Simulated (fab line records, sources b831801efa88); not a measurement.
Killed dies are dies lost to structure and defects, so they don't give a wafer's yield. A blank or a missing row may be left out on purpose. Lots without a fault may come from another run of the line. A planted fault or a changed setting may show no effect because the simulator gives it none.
Problem report in the 8D (eight disciplines) form, filled by code | flow gf180mcu | the parts of the form that need people (team, actions taken, sign-off) are left out

1. THE PROBLEM
cathode_dc_power_W at GF_V5_SPUTTER_21 reads a mean of 2869.9 W on 6 wafers of 2 lots; wafers without a fault read 2500.0 W with a standard deviation of 0.42. That is +99 or more standard deviations from the usual mean.
The step: material Ti, target thk 15 nm, time 80.02 s.
First seen on wafer L518.3, day 28 05:27, on pvd_sputter-02. The record holds 18 wafers of 6 lots with a number at this step. Rule for "out", or "out of limits": more than 4 standard deviations from the usual mean. The other wafers with a number count as sound.

2. WHAT IT IS AND WHAT IT IS NOT
question                    | is                     | is not
which readings at this step | cathode_dc_power_W     | throttle_valve_pct
which lots                  | L518, L523             | L519, L527, L532, L538
which wafers of those lots  | all that have a number | -
read on which tools         | pvd_sputter-02         | pvd_sputter-03, pvd_sputter-04
when                        | from day 28 05:27      | up to then (0 sound wafers); but 12 sound wafers of L519, L527, L532, L538 came after

3. SUSPECTS, AND WHAT RULES EACH OUT
Counting: a tool at a process step up to the reading stays a suspect if it ran every lot that is out and no sound lot after the first of them.
- pvd_sputter-02 at GF_V5_SPUTTER_21 (material Ti, target thk 15 nm, time 80.02 s): ruled out as a lasting fault. Sound lots L532, L538 ran on it after its first lot that is out, L518 (day 28 05:27).
Left after counting: nothing in the record.

4. THE CAUSE (what the simulator had put in)
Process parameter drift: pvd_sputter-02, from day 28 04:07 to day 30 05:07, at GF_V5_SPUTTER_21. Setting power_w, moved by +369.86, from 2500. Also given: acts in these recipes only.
Counting ruled it out, wrongly.

5. THE CHAIN OF EFFECTS, in route order
Each row: a reading whose mean over the struck wafers that have a number lies more than 3 standard deviations from the usual. Only readings for which the record gives a usual standard deviation are gone through. hours: the time from each lot's start at the first step in this table that gives one to its start at this step, as a median over the lots. sigmas: the change in usual standard deviations.
hours | step             | reading            | usual    | on struck wafers | change | sigmas
0     | GF_V5_SPUTTER_21 | cathode_dc_power_W | 2500.0 W | 2869.9           | +369.9 | +99 or more
The process steps in it:
- GF_V5_SPUTTER_21: material Ti, target thk 15 nm, time 80.02 s.

6. WHAT WOULD HAVE CAUGHT IT SOONER
In this record the first reading out of limits was taken at day 28 05:27, 1 hour after the fault began at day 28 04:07.
